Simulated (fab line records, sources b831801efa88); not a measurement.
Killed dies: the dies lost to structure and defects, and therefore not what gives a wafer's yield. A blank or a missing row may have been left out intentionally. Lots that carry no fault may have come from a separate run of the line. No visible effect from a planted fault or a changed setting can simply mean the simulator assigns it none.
A lot that was struck, set against a sound lot -- flow gf180mcu -- 19 steps out of a route of 602
Sound: wafers L269.1, L269.3, L269.4. Struck: wafers L275.1, L275.5, L275.6. The cause comes at the end.
Per side, at each step with rows, come the tool, then ch with its chambers, and then its first start. Under that, the readings that differ: sound wafers -- struck wafers -- difference of the means -- sigmas: that difference in standard deviations of wafers without a fault.
alike: words and numbers the same on both sides, and readings whose means are apart by under 2 such deviations; not compared: readings that were withheld, readings missing a value for some wafer, numbers with overlapping values and no deviation given by the record, and bounds like >300 which may hide the same value.
A row with sigmas, a row that says differs or no value, or rows on one side alone: a step with any of these is where the two part. Numbers that don't overlap but have no deviation are shown without sigmas and don't part them. A reading that every wafer of one side lacks parts them only if that side has two wafers or more.

GF_M1_SPUTTER_00: material Ti, target thk 37.5 nm, time 150 s.
  sound on pvd_sputter-02 at day 17 07:40; struck on pvd_sputter-03 at day 19 13:35
  alike: throttle_valve_pct
GF_M1_SPUTTER_01: material TiN, target thk 30 nm, time 25 s.
  sound on pvd_sputter-02 at day 17 07:46; struck on pvd_sputter-03 at day 19 13:41
  alike: throttle_valve_pct
then, 1 step without rows for these wafers: GF_M1_SPUTTER_02 (material AlCu, target thk 450 nm, time 23.9 s).
GF_M1_SPUTTER_03: material Ti, target thk 10 nm, time 6.7 s.
  sound on pvd_sputter-02 at day 17 07:49; struck on pvd_sputter-03 at day 19 13:45
  alike: throttle_valve_pct
GF_M1_SPUTTER_04: material TiN, target thk 50 nm, time 41.7 s.
  sound on pvd_sputter-02 at day 17 07:50; struck on pvd_sputter-03 at day 19 13:46
  alike: throttle_valve_pct
GF_M1_RS_MEAS_05: the measuring method here is four-point-probe.
  sound on film_metro-01 at day 17 07:53; struck on film_metro-04 at day 19 13:49
  alike: M1_ALCU_RS
GF_M1_THK_MEAS_06: measures by xrf.
  sound on film_metro-01 at day 17 08:00; struck on film_metro-04 at day 19 13:56
  alike: M1_ALCU_THK
then, 5 steps without rows for these wafers: GF_M1_DEHYDRATE_07 (time 60 s); GF_M1_HMDS_08 (prime time 60 s); GF_M1_COAT_09 (resist thk 1000 nm); GF_M1_SOFTBAKE_10 (time 60 s); GF_M1_EXPOSE_11 (exposes mask Metal1, target cd 230 nm).
GF_M1_PEB_12: peb time 90 s.
  sound on litho_track-01 ch 0, day 18 06:50; struck on litho_track-02 ch 0, day 20 13:26
reading,sound,struck,difference,sigmas
heater_power_total_W (W),85.74 85.76 85.59,92.62 92.51 92.74,+6.93,+84
plate_temp_C (C),135.09 134.72 134.84,143.52 143.43 143.42,+8.57,+61
  alike: chill_plate_temp_C
then, 1 step without rows for these wafers: GF_M1_DEVELOP_13 (develop time 60 s).
GF_M1_CD_MEAS_14: the cd target is 230 nm.
  sound on cd_sem-01 at day 18 07:11; struck on cd_sem-01 at day 20 13:47
reading,sound,struck,difference,sigmas
cd_nm (nm),230.8 229.3 229.9,213.2 213.5 213.2,-16.7,-15
GF_M1_OVL_MEAS_15:
  sound on overlay-01 at day 18 07:19; struck on overlay-02 at day 20 13:55
  alike: M1_OVL
GF_M1_METAL_ETCH_16: etches the open film in Cl2/BCl3, stops on SiO2, target depth 750.8 nm, time 125.1 s.
  sound on rie_metal-01 ch 0,1, day 18 07:20; struck on rie_metal-04 ch 0,1, day 20 13:56
reading,sound,struck,difference,sigmas
model.M1.cd_nm (nm),226 226.8 230.8,212.2 215.4 213.2,-14.3,
  alike: drypump_motor_current_A, he_backside_leak_sccm, oes_product_au, throttle_valve_pct
  not compared: rf_hours_counter_h
GF_M1_STRIP_17: strips in O2/N2.
  sound on plasma_asher-04 ch 0,1, day 18 07:28; struck on plasma_asher-01 ch 0,1, day 20 14:04
reading,sound,struck,difference,sigmas
oes_product_au (a.u.),0.540 0.538 0.550,0.531 0.533 0.533,-0.010,-2
  alike: drypump_motor_current_A, heater_power_w, strip_time_to_endpoint_s
  not compared: rf_hours_counter_h
-- the record jumps here: 11 days lie between the struck wafers' starts before and after (it left off in module M1 and takes up again in module PASSIVATION, whose first step shown is number 602 of the route) --
GF_PASSIVATION_PROBE_99:
  rows exist in the record for the struck wafers here (prober-02, day 31 16:52), but not for the sound ones

## WHERE THEY PART
First at GF_M1_PEB_12; last, within this record, at GF_PASSIVATION_PROBE_99.

WHY: what had been put in by the simulator
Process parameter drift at GF_M1_PEB_12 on litho_track-02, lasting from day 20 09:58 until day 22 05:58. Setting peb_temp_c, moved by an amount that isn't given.
